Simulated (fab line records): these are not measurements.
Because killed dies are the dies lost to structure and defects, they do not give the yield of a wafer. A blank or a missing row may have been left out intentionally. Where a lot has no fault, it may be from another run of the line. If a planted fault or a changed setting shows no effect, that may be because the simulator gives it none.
fab line records	flow sky130
[record] lots = 13	wafers = 39	last-day = 50
route steps=708 shown VT_ADJUST_LVTN@106 VT_ADJUST_HVTR@138 GATE_OXIDE@187 POLY_CUT@315 PAD_OPEN@708
lots untouched by any fault: they come from a run of this same line in which no faults occurred
start-h: start of the lot's first displayed wafer, in hours after the record's first day	wait-h: hours from the lot's prior step to this one	" same as the row above	L1.1+2: several wafers, shown together as one row	- no value, or no start given	* or withheld: withheld	< > ~ a bound
route shown NAME@n: a module of which the file shows steps, and the number in the route of the first	usual: mean and standard deviation over wafers with no fault	same: alike in all rows	chamber/n: place in a boat	sites: the reading at each site	_std_site: how widely they spread, as a standard deviation	_edge_site: inner sites' mean taken away from outer sites' mean	radius-mm: for every site, how far away it sits from the centre of the wafer	mask NAME#n: copy n	behind: the tool/chamber that last shaped the wafer	hold: what put the lot on hold/how long, in hours/how the hold closed	device: transistor that didn't switch, given as n, p or np	end of line: the route-end tests of the same wafers	a step with no rows: only its recipe	killed: dies that structure and defects cost at the first sort, which is not the same as the wafer's yield	map: a wafer's dies, marking killed ones x, the rest . and places with no die _
set.NAME: the setting that was run; set.NAME@STEP: the one run at that earlier step	model.NAME: the simulator's own value behind a step, which no gauge read
a sample of lots followed through the steps of the route, with each step as a table and each wafer as a row
services: when a tool's chamber went out of use (start-h, in hours from the record's first day, below 0 if earlier), for how many hours, and the reason
[[steps]]
[step SKY_VT_ADJUST_LVTN_STRIP_09]
[recipe] chemistry = O2/N2	power-w = 1400	pressure-mtorr = 1500	platen-temp-c = withheld	o2-flow-sccm = 3000	n2-flow-sccm = 300	overash-fraction = 0.5
[usual] drypump-motor-current-A = 5.84/0.17	oes-product-au = 0.722/0.0047	strip-time-to-endpoint-s = 36.93/0.11
[same] overash-fraction = 0.5
lot.wafer	tool	chamber	start-h	wait-h	drypump-motor-current-A	oes-product-au	rf-hours-counter-h	strip-time-to-endpoint-s
L643.1	plasma-asher-01	1	140.45	0.1	5.94	0.728	2	36.87
L643.4	"	1	"	"	5.94	0.725	-	36.89
L643.6	"	0	"	"	5.93	0.725	-	36.85
L644.3	plasma-asher-03	0	147.76	0.1	5.97	0.721	-	36.92
L644.5	"	1	"	"	5.65	0.723	-	36.95
L644.6	"	0	"	"	5.96	0.718	-	37.05
L645.1	plasma-asher-01	0	156.05	0.1	5.93	0.726	3	36.95
L645.2	"	1	"	"	5.92	0.713	3	37.01
L645.4	"	1	"	"	5.94	0.722	-	37.00
L647.1	plasma-asher-02	0	169.86	0.1	6.02	0.722	35	36.78
L647.2	"	1	"	"	5.53	0.719	35	36.80
L647.6	"	0	"	"	5.99	0.720	-	36.73
L649.1	plasma-asher-03	1	181.06	0.1	5.66	0.723	51	36.92
L649.5	"	0	"	"	5.97	0.722	-	36.86
L649.6	"	1	"	"	5.65	0.726	-	36.80
L650.1	plasma-asher-01	1	188.11	0.1	5.93	0.723	7	36.96
L650.3	"	1	"	"	5.94	0.719	-	36.94
L650.5	"	0	"	"	5.90	0.722	-	36.89
L651.1	plasma-asher-02	1	193.76	0.1	5.55	0.722	37	37.08
L651.4	"	1	"	"	5.57	0.724	-	37.07
L651.5	"	0	"	"	5.98	0.720	-	36.95
L652.1	plasma-asher-02	1	198.90	0.1	5.52	0.717	37	37.17
L652.3	"	0	"	"	6.00	0.715	-	37.10
L652.6	"	1	"	"	5.55	0.728	-	37.01
L653.2	plasma-asher-03	1	207.97	0.1	5.63	0.719	54	36.81
L653.3	"	1	"	"	5.66	0.722	-	36.94
L653.4	"	0	"	"	5.97	0.723	-	37.03
L662.1	plasma-asher-01	1	262.36	0.1	5.93	0.720	14	36.98
L662.5	"	1	"	"	5.92	0.721	-	36.91
L662.6	"	0	"	"	5.90	0.728	-	36.98
L664.2	plasma-asher-02	0	273.92	0.1	6.01	0.728	44	36.93
L664.3	"	1	"	"	5.56	0.724	-	36.98
L664.4	"	0	"	"	5.99	0.712	-	36.92
L665.3	plasma-asher-02	0	283.85	0.1	5.97	0.726	-	36.71
L665.4	"	1	"	"	5.57	0.720	-	36.77
L665.5	"	0	"	"	5.95	0.725	-	36.87
L666.2	plasma-asher-03	1	291.87	0.1	5.64	0.725	62	36.88
L666.3	"	1	"	"	5.64	0.717	-	36.96
L666.6	"	1	"	"	5.62	0.723	-	37.09
[step SKY_VT_ADJUST_HVTR_CD_MEAS_07]
[recipe] target-cd-nm = 380
[usual] cd-nm = 379.3/1.9
lot.wafer	tool	chamber	start-h	wait-h	cd-nm
L643.1	cd-sem-01	-	202.32	0.1	380.3
L643.4	"	-	"	"	381.0
L643.6	"	-	"	"	381.0
L644.3	cd-sem-02	-	210.41	0.1	381.0
L644.5	"	-	"	"	380.8
L644.6	"	-	"	"	381.5
L645.1	cd-sem-01	-	218.17	0.1	381.7
L645.2	"	-	"	"	380.6
L645.4	"	-	"	"	380.9
L647.1	cd-sem-02	-	233.11	0.1	376.2
L647.2	"	-	"	"	376.7
L647.6	"	-	"	"	375.9
L649.1	cd-sem-02	-	245.51	0.1	380.6
L649.5	"	-	"	"	379.1
L649.6	"	-	"	"	382.1
L650.1	cd-sem-02	-	253.97	0.1	378.5
L650.3	"	-	"	"	377.8
L650.5	"	-	"	"	376.3
L651.1	cd-sem-01	-	259.47	0.1	381.4
L651.4	"	-	"	"	380.8
L651.5	"	-	"	"	378.6
L652.1	cd-sem-01	-	265.71	0.1	378.2
L652.3	"	-	"	"	379.6
L652.6	"	-	"	"	379.6
L653.2	cd-sem-01	-	275.84	0.1	379.5
L653.3	"	-	"	"	378.4
L653.4	"	-	"	"	378.4
L662.1	cd-sem-02	-	340.41	0.1	378.9
L662.5	"	-	"	"	379.3
L662.6	"	-	"	"	381.0
L664.2	cd-sem-02	-	352.28	0.1	379.5
L664.3	"	-	"	"	378.4
L664.4	"	-	"	"	380.2
L665.3	cd-sem-01	-	364.11	0.1	381.7
L665.4	"	-	"	"	375.6
L665.5	"	-	"	"	379.7
L666.2	cd-sem-01	-	372.73	0.1	378.8
L666.3	"	-	"	"	379.8
L666.6	"	-	"	"	379.4
[step SKY_GATE_OXIDE_CLEAN_00]
[recipe] chemistry = SC1/SC2	mix = 1:4:20	temp-c = 70	time-s = 150	dry = n2-spin
[usual] bath-guard-temp-C = 70.2/0.4	bath-heat-duty-pct = 13.2/1.6
lot.wafer	tool	chamber	start-h	wait-h	bath-guard-temp-C	bath-heat-duty-pct
L643.1	wet-bench-02	3	276.96	0.0	70.3	11.7
L643.4	"	3	"	"	69.9	11.8
L643.6	"	3	"	"	70.4	12.5
L644.3	wet-bench-01	2	286.96	0.0	70.6	11.0
L644.5	"	2	"	"	70.8	11.7
L644.6	"	2	"	"	70.7	12.2
L645.1	wet-bench-04	2	295.20	0.0	70.1	11.9
L645.2	"	2	"	"	70.1	13.2
L645.4	"	2	"	"	70.0	14.5
L647.1	wet-bench-04	1	313.01	0.0	70.4	16.1
L647.2	"	1	"	"	70.2	16.1
L647.6	"	1	"	"	70.3	16.5
L649.1	wet-bench-01	0	327.26	0.0	70.5	11.0
L649.5	"	0	"	"	70.2	11.2
L649.6	"	0	"	"	70.4	12.3
L650.1	wet-bench-01	0	333.87	0.0	70.3	11.9
L650.3	"	0	"	"	70.5	12.1
L650.5	"	0	"	"	70.6	11.3
L651.1	wet-bench-04	2	342.19	0.0	69.9	13.5
L651.4	"	2	"	"	70.2	12.7
L651.5	"	2	"	"	69.7	12.5
L652.1	wet-bench-02	0	351.20	0.0	-	-
L652.3	"	0	"	"	-	-
L652.6	"	0	"	"	-	-
L653.2	wet-bench-01	3	360.74	0.0	-	-
L653.3	"	3	"	"	-	-
L653.4	"	3	"	"	-	-
L662.1	wet-bench-04	0	433.55	0.0	70.4	11.8
L662.5	"	0	"	"	70.8	12.6
L662.6	"	0	"	"	70.7	13.6
L664.2	wet-bench-04	3	452.44	0.0	69.7	15.0
L664.3	"	3	"	"	69.5	16.1
L664.4	"	3	"	"	69.8	14.7
L665.3	wet-bench-01	0	460.14	0.0	70.4	11.2
L665.4	"	0	"	"	70.3	13.5
L665.5	"	0	"	"	70.4	12.6
L666.2	wet-bench-02	1	469.90	0.0	70.8	15.6
L666.3	"	1	"	"	70.5	15.6
L666.6	"	1	"	"	70.7	14.1
[step SKY_POLY_CUT_CD_MEAS_08]
[recipe] target-cd-nm = 270
[usual] cd-nm = 269.7/1.2
lot.wafer	tool	chamber	start-h	wait-h	cd-nm
L643.1	cd-sem-02	-	552.87	-	270.9
L643.4	"	-	"	"	271.2
L643.6	"	-	"	"	270.6
L644.3	cd-sem-01	-	564.46	-	270.4
L644.5	"	-	"	"	271.1
L644.6	"	-	"	"	270.5
L645.1	cd-sem-02	-	576.02	-	270.7
L645.2	"	-	"	"	269.3
L645.4	"	-	"	"	270.3
L647.1	cd-sem-01	-	599.02	-	269.0
L647.2	"	-	"	"	268.0
L647.6	"	-	"	"	268.9
L649.1	cd-sem-01	-	605.77	-	270.2
L649.5	"	-	"	"	269.8
L649.6	"	-	"	"	268.9
L650.1	cd-sem-01	-	615.57	-	273.8
L650.3	"	-	"	"	270.9
L650.5	"	-	"	"	271.1
L651.1	cd-sem-02	-	623.87	-	268.6
L651.4	"	-	"	"	270.0
L651.5	"	-	"	"	270.0
L652.1	cd-sem-02	-	632.62	-	270.7
L652.3	"	-	"	"	270.4
L652.6	"	-	"	"	271.7
L653.2	cd-sem-01	-	643.34	-	268.4
L653.3	"	-	"	"	269.4
L653.4	"	-	"	"	269.8
L662.1	cd-sem-02	-	711.86	-	268.9
L662.5	"	-	"	"	269.9
L662.6	"	-	"	"	269.8
L664.2	cd-sem-01	-	726.99	-	269.8
L664.3	"	-	"	"	269.8
L664.4	"	-	"	"	269.6
L665.3	cd-sem-01	-	736.36	-	269.4
L665.4	"	-	"	"	269.7
L665.5	"	-	"	"	269.7
L666.2	cd-sem-02	-	746.49	-	269.2
L666.3	"	-	"	"	271.7
L666.6	"	-	"	"	269.3
[step SKY_PAD_OPEN_PROBE_99]
[usual] killed_at_M0_to_M3 = 43/6.4	killed_at_M4_up = 2.8/1.7	killed-at-contacts = 24/5.5	killed-at-front-end = 15/4	killed-at-other = 0.3/0.54	killed-dies = 86/9.1	killed-open = 47/6.6	killed-short = 39/6.2
[same] gross-dies = 492	killed-at-back-side = 0
lot.wafer	tool	chamber	start-h	wait-h	killed_at_M0_to_M3	killed_at_M4_up	killed-at-contacts	killed-at-front-end	killed-at-other	killed-dies	killed-open	killed-short
L647.1	prober-02	-	1105.29	0.1	49	3	24	15	0	91	51	40
L647.2	prober-02	-	1105.34	0.1	36	5	17	13	1	72	40	32
L647.6	prober-02	-	1105.54	0.2	34	6	24	10	1	75	32	43
L649.1	prober-02	-	1110.03	0.1	45	3	19	4	1	72	33	39
L649.5	prober-02	-	1110.23	0.2	34	1	20	15	1	71	39	32
L649.6	prober-02	-	1110.28	0.2	40	3	41	21	0	105	60	45
L651.1	prober-02	-	1123.64	0.1	32	4	26	18	0	80	39	41
L651.4	prober-02	-	1123.79	0.2	49	4	13	15	0	81	45	36
L651.5	prober-02	-	1123.84	0.2	51	2	17	13	0	83	46	37
L652.1	prober-01	-	1132.02	0.1	47	0	19	20	0	86	42	44
L652.3	prober-01	-	1132.12	0.2	52	1	22	14	1	90	50	40
L652.6	prober-01	-	1132.27	0.2	34	5	35	17	0	91	57	34
L653.2	prober-02	-	1134.02	0.1	47	2	29	14	0	92	44	48
L653.3	prober-02	-	1134.07	0.2	41	8	29	12	0	90	49	41
L653.4	prober-02	-	1134.12	0.2	35	2	19	19	0	75	43	32
L662.1	prober-01	-	1178.39	0.1	33	3	37	13	0	86	45	41
L662.5	prober-01	-	1178.59	0.2	43	2	17	12	0	74	40	34
L662.6	prober-01	-	1178.64	0.2	41	1	19	9	0	70	39	31
L665.3	prober-02	-	1193.28	0.2	47	2	28	15	0	92	53	39
L665.4	prober-02	-	1193.33	0.2	42	5	23	15	0	85	41	44
L665.5	prober-02	-	1193.38	0.2	44	2	18	15	0	79	49	30
// killed by level:class
L647.1 VIA1:geometric-particle:open=10 VIA1:geometric-particle:short=9 VIA3:geometric-particle:open=9 LI_CONTACT:geometric-particle:open=8 CONTACT:geometric-particle:open=8 POLY_GATE:geometric-particle:short=5 VIA2:geometric-particle:open=5 LOCAL_INTERCONNECT:geometric-particle:short=4
L647.2 VIA1:geometric-particle:open=11 VIA3:geometric-particle:open=8 CONTACT:geometric-particle:open=7 METAL1:geometric-particle:short=7 CONTACT:geometric-particle:short=5 FIELD_ISO:geometric-particle:open=4 METAL4:geometric-particle:short=4 POLY_GATE:geometric-particle:short=3
L647.6 CONTACT:geometric-particle:open=7 METAL3:geometric-particle:short=6 LI_CONTACT:geometric-particle:open=5 METAL1:geometric-particle:short=5 VIA1:geometric-particle:short=5 VIA1:geometric-particle:open=5 METAL4:geometric-particle:short=5 VIA2:geometric-particle:open=4
L649.1 METAL1:geometric-particle:short=9 VIA1:geometric-particle:open=7 VIA3:geometric-particle:open=7 LI_CONTACT:geometric-particle:short=6 CONTACT:geometric-particle:open=6 METAL2:geometric-particle:short=5 METAL3:geometric-particle:short=5 LI_CONTACT:geometric-particle:open=4
L649.5 METAL1:geometric-particle:short=10 CONTACT:geometric-particle:open=8 VIA1:geometric-particle:open=8 LOCAL_INTERCONNECT:geometric-particle:short=7 VIA2:geometric-particle:open=7 FIELD_ISO:geometric-particle:open=4 FIELD_ISO:geometric-particle:short=4 POLY_GATE:geometric-particle:open=3
L649.6 CONTACT:geometric-particle:open=14 LI_CONTACT:geometric-particle:open=11 FIELD_ISO:geometric-particle:open=8 VIA1:geometric-particle:open=8 CONTACT:geometric-particle:short=7 METAL1:geometric-particle:short=7 VIA2:geometric-particle:open=7 METAL2:geometric-particle:short=5
L651.1 CONTACT:geometric-particle:open=11 LI_CONTACT:geometric-particle:open=7 VIA1:geometric-particle:open=7 VIA1:geometric-particle:short=6 POLY_GATE:geometric-particle:short=5 FIELD_ISO:geometric-particle:short=4 LOCAL_INTERCONNECT:geometric-particle:short=4 METAL2:geometric-particle:short=4
L651.4 VIA1:geometric-particle:open=14 VIA2:geometric-particle:open=7 VIA3:geometric-particle:open=6 LI_CONTACT:geometric-particle:open=6 METAL2:geometric-particle:short=6 FIELD_ISO:geometric-particle:short=5 FIELD_ISO:geometric-particle:open=5 VIA1:geometric-particle:short=5
L651.5 VIA1:geometric-particle:open=16 CONTACT:geometric-particle:open=9 METAL2:geometric-particle:short=6 VIA2:geometric-particle:open=5 FIELD_ISO:geometric-particle:open=4 POLY_GATE:geometric-particle:short=4 METAL1:geometric-particle:short=4 VIA1:geometric-particle:short=4
L652.1 CONTACT:geometric-particle:open=9 VIA3:geometric-particle:open=9 POLY_GATE:geometric-particle:short=7 VIA1:geometric-particle:open=6 METAL2:geometric-particle:short=6 METAL3:geometric-particle:short=6 VIA3:geometric-particle:short=6 POLY_GATE:geometric-particle:open=4
L652.3 VIA2:geometric-particle:open=11 CONTACT:geometric-particle:open=10 VIA1:geometric-particle:open=8 LI_CONTACT:geometric-particle:open=6 METAL1:geometric-particle:short=6 METAL2:geometric-particle:short=6 FIELD_ISO:geometric-particle:short=5 VIA3:geometric-particle:short=5
L652.6 LI_CONTACT:geometric-particle:open=14 CONTACT:geometric-particle:open=13 VIA3:geometric-particle:open=6 VIA1:geometric-particle:open=5 METAL2:geometric-particle:short=5 VIA2:geometric-particle:open=5 LI_CONTACT:geometric-particle:short=4 VIA3:geometric-particle:short=4
L653.2 LI_CONTACT:geometric-particle:open=9 VIA1:geometric-particle:open=8 CONTACT:geometric-particle:open=8 METAL3:geometric-particle:short=7 METAL1:geometric-particle:short=6 VIA2:geometric-particle:open=6 VIA3:geometric-particle:open=5 CONTACT:geometric-particle:short=5
L653.3 VIA1:geometric-particle:open=12 CONTACT:geometric-particle:open=12 METAL4:geometric-particle:short=8 LI_CONTACT:geometric-particle:open=7 POLY_GATE:geometric-particle:open=6 CONTACT:geometric-particle:short=6 VIA3:geometric-particle:open=5 METAL1:geometric-particle:short=5
L653.4 VIA1:geometric-particle:open=11 FIELD_ISO:geometric-particle:open=7 LI_CONTACT:geometric-particle:open=7 VIA1:geometric-particle:short=6 POLY_GATE:geometric-particle:short=6 VIA2:geometric-particle:open=4 VIA3:geometric-particle:open=4 LI_CONTACT:geometric-particle:short=3
L662.1 CONTACT:geometric-particle:open=13 LI_CONTACT:geometric-particle:open=10 VIA1:geometric-particle:open=7 LI_CONTACT:geometric-particle:short=6 CONTACT:geometric-particle:short=5 METAL1:geometric-particle:short=4 VIA2:geometric-particle:short=4 FIELD_ISO:geometric-particle:short=3
L662.5 VIA1:geometric-particle:open=10 CONTACT:geometric-particle:open=9 VIA2:geometric-particle:open=7 VIA1:geometric-particle:short=6 FIELD_ISO:geometric-particle:short=4 POLY_GATE:geometric-particle:open=4 METAL1:geometric-particle:short=4 METAL2:geometric-particle:short=4
L662.6 VIA3:geometric-particle:open=8 VIA1:geometric-particle:short=7 VIA1:geometric-particle:open=7 METAL1:geometric-particle:short=5 LI_CONTACT:geometric-particle:open=5 CONTACT:geometric-particle:open=5 CONTACT:geometric-particle:short=4 VIA2:geometric-particle:open=4
L665.3 VIA1:geometric-particle:open=14 CONTACT:geometric-particle:open=10 CONTACT:geometric-particle:short=8 METAL3:geometric-particle:short=6 FIELD_ISO:geometric-particle:short=5 LI_CONTACT:geometric-particle:open=5 VIA2:geometric-particle:open=5 FIELD_ISO:geometric-particle:open=4
L665.4 VIA1:geometric-particle:open=11 CONTACT:geometric-particle:open=10 VIA3:geometric-particle:open=7 METAL1:geometric-particle:short=5 CONTACT:geometric-particle:short=5 METAL3:geometric-particle:short=5 METAL4:geometric-particle:short=5 FIELD_ISO:geometric-particle:open=4
L665.5 VIA1:geometric-particle:open=12 CONTACT:geometric-particle:open=9 VIA3:geometric-particle:open=7 METAL2:geometric-particle:short=6 FIELD_ISO:geometric-particle:open=5 POLY_GATE:geometric-particle:open=5 VIA1:geometric-particle:short=5 VIA3:geometric-particle:short=4
[[services]]
tool	chamber	start-h	hours	kind
wet-bench-01	-	116.78	1.9	pm
plasma-asher-01	0	117.75	-	clean
plasma-asher-01	1	117.75	-	clean
plasma-asher-02	-	128.84	5.3	repair
plasma-asher-01	-	147.56	2.8	pm
plasma-asher-03	-	166.17	0.8	repair
wet-bench-04	-	191.19	2.7	repair
plasma-asher-02	-	268.81	4.3	pm
plasma-asher-03	-	277.76	0.3	repair
plasma-asher-02	-	297.11	14.6	pm
wet-bench-01	-	304.90	2.0	repair
plasma-asher-03	-	357.16	0.6	repair
plasma-asher-02	-	419.14	0.8	repair
plasma-asher-01	-	420.99	1.3	repair
plasma-asher-03	-	421.25	9.0	pm
plasma-asher-03	0	421.25	9.0	vent-cycle
plasma-asher-03	1	421.25	9.0	vent-cycle
plasma-asher-03	0	430.25	-	clean
plasma-asher-03	1	430.25	-	clean
wet-bench-01	-	466.93	5.2	repair
[[key]]
[first-sign] step = SKY_GATE_OXIDE_CLEAN_00	reading = tool-record	direction = missing
effect none on later readings
met-at SKY_GATE_OXIDE_CLEAN_00
struck-lots L652,L653
tester-left-out L652,L653
not-acting-at SKY_VT_ADJUST_LVTN_STRIP_09,SKY_VT_ADJUST_HVTR_CD_MEAS_07,SKY_POLY_CUT_CD_MEAS_08
onset-between 333.87 351.20
[fault] kind = skipped-step-whole	tool = wet-bench-01,wet-bench-02	chamber = -	onset-h = 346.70	steps = SKY_GATE_OXIDE_CLEAN_00	scope = struck-lots-only
// tester-left-out: of these lots the tester's yield and bins aren't shown, on N5 and GAA mostly nor the transistor test; their killed dies are dies lost to structure and defects alone, not to doping, threshold or leakage, so they don't give the yield
